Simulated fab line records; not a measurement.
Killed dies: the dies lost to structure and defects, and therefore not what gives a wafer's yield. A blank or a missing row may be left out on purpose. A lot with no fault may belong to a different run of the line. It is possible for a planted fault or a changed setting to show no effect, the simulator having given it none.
8D (eight disciplines) problem report, filled in by code	flow sky130	the parts of the form that need people (team, actions taken, sign-off) are left out

1. WHAT IS WRONG
Across 6 wafers from 2 lots, LDD_N_TW at SKY_LDD_N_TW_MEAS_17 averages 3039, while fault-free wafers read 2600 with a standard deviation of 20. That is +22 standard deviations from the usual mean.
First seen on wafer L223.1, day 22 13:55, on film-metro-01. Wafers with a number at this step in the record: 33, from 11 lots. Rule for "out" (also "out of limits"): further than 4 standard deviations from the usual mean. The other wafers with a number count as sound.

2. WHAT IT IS AND WHAT IT IS NOT
question	is	is not
which readings at this step	LDD_N_TW	-
which lots	L223, L224	L214, L216, L217, L219, L220, L229, L231, L234, L235
which wafers of those lots	all that have a number	-
read on which gauges	film-metro-01, film-metro-04	film-metro-02
when	from day 22 13:55	up to then (15 sound wafers); but 12 sound wafers of L229, L231, L234, L235 came after

3. WHAT RULES OUT EACH SUSPECT
Counting: a tool at a process step up to the reading stays a suspect if it ran every lot that is out and no sound lot after the first of them.
- the gauge at SKY_LDD_N_TW_MEAS_17 has been ruled out. Those wafers that are out were read across 2 gauges (film-metro-01, film-metro-04).
- plasma-asher-03 at SKY_VT_ADJUST_PCH_STRIP_09 (strips in O2/N2): ruled out as a lasting fault. Sound lots L229, L235 ran on it after its first lot that is out, L223 (day 14 07:04).
- implanter-04 at SKY_LDD_N_IMPLANT_08: ruled out as a lasting fault. Sound lots L235 ran on it after its first lot that is out, L223 (day 22 12:37).
Left after counting: nothing in the record.

4. THE CAUSE (what the simulator had put in)
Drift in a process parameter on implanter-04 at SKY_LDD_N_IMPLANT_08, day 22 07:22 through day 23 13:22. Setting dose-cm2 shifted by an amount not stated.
It was ruled out by counting, in error; the rule expects a fault to strike all lots run on its tool from its start on, and this fault did not.

5. THE EFFECT CHAIN, in route order
Rows list readings where the struck wafers' mean (over those with a number) sits beyond 3 standard deviations from the usual. Scope: only readings with a usual standard deviation given in the record; hours: median across lots of the time from each lot's start at the first step in this table that gives one to its start at this step; sigmas: change in usual standard deviations.
hours	step	reading	usual	on struck wafers	change	sigmas
0	SKY_LDD_N_IMPLANT_08	beam-on-s	9.98 s	88.94	+78.96	+99 or more
0	SKY_LDD_N_IMPLANT_08	dose-ions-cm2	7.501e+13	8.333e+14	+7.583e+14	+99 or more
0	SKY_LDD_N_IMPLANT_08	faraday-current-uA	424	528	+104	+12
1	SKY_LDD_N_STRIP_16	strip-time-to-endpoint-s	4.310 s	5.868	+1.558	+87
1	SKY_LDD_N_TW_MEAS_17	LDD_N_TW	2600	3039	+439	+22
It contains these process steps:
- SKY_LDD_N_IMPLANT_08
- SKY_LDD_N_STRIP_16: strips in O2/N2.

6. HOW IT WOULD HAVE BEEN CAUGHT EARLIER
Counted from the fault's start at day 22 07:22, it took 7 hours until the first out-of-limits reading at a measuring or inspecting step in this record, taken at day 22 13:55.
The tool's own readings at SKY_LDD_N_IMPLANT_08 were out on every struck wafer that the step has a row for (beam-on-s, dose-ions-cm2, faraday-current-uA): an alarm limit on them would have fired on the first of those.
